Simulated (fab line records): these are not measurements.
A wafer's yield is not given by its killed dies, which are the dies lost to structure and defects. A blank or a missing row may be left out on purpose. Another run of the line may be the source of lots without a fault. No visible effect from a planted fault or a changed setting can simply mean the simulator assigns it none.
Matching of chambers + flow gf180mcu + hdpcvd-01 running GF_STI_CVD_23: 3 sister chambers
The step deposits SiO2, target thk 650 nm, time 108.3 s. 14 wafers are shown with their chamber, then 7 later ones without.

## WAFERS WITH THEIR CHAMBER
| wafer  | chamber | susceptor temp C (C) |
|--------|---------|----------------------|
| L532.2 | 1       | 600.14               |
| L532.3 | 2       | 599.93               |
| L532.5 | 1       | 599.92               |
| L533.1 | 2       | 600.15               |
| L533.2 | 0       | 600.38               |
| L533.5 | 0       | 599.85               |
| L542.1 | 2       | 600.00               |
| L542.3 | 1       | 599.77               |
| L542.4 | 0       | 599.45               |
| L543.1 | 2       | 599.99               |
| L543.2 | 0       | 600.02               |
| L543.3 | 1       | 599.51               |
| L544.1 | 1       | 599.44               |
| L544.4 | 0       | 600.05               |

SIGNATURES (means of the wafers above)
| reading          | chamber 0 | chamber 1 | chamber 2 | scatter within a chamber |
|------------------|-----------|-----------|-----------|--------------------------|
| susceptor temp C | 599.9500  | 599.7560  | 600.0175  | 0.273                    |
Rule: distance of a wafer from a chamber = root of the sum over the readings of ((wafer's reading minus chamber's mean) / reading's scatter) squared. If the next closest chamber is less than 2 further off than the closest, the wafer can't be placed; otherwise it belongs to the closest. The scatter: the root of (the sum of the squares of (reading less its chamber's mean) over the shown wafers, divided by (wafers less chambers)).

## WAFERS WITH NO CHAMBER GIVEN
| wafer  | susceptor temp C (C) |
|--------|----------------------|
| L544.5 | 599.97               |
| L551.1 | 599.81               |
| L551.4 | 599.96               |
| L551.5 | 600.33               |
| L552.1 | 600.12               |
| L552.3 | 599.98               |
| L552.4 | 599.72               |

## WHICH CHAMBER EACH WENT THROUGH
| wafer  | from the rows above          | in truth |
|--------|------------------------------|----------|
| L544.5 | can't be placed: 0 or 2 or 1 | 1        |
| L551.1 | can't be placed: 1 or 0 or 2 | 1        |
| L551.4 | can't be placed: 0 or 2 or 1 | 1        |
| L551.5 | can't be placed: 2 or 0 or 1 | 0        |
| L552.1 | can't be placed: 2 or 0 or 1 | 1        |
| L552.3 | can't be placed: 0 or 2 or 1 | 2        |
| L552.4 | can't be placed: 1 or 0 or 2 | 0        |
Placed correctly: 0 of 7. Can't be placed from these rows: 7 (the true chamber is among the candidates in 7). Placed wrongly: 0.
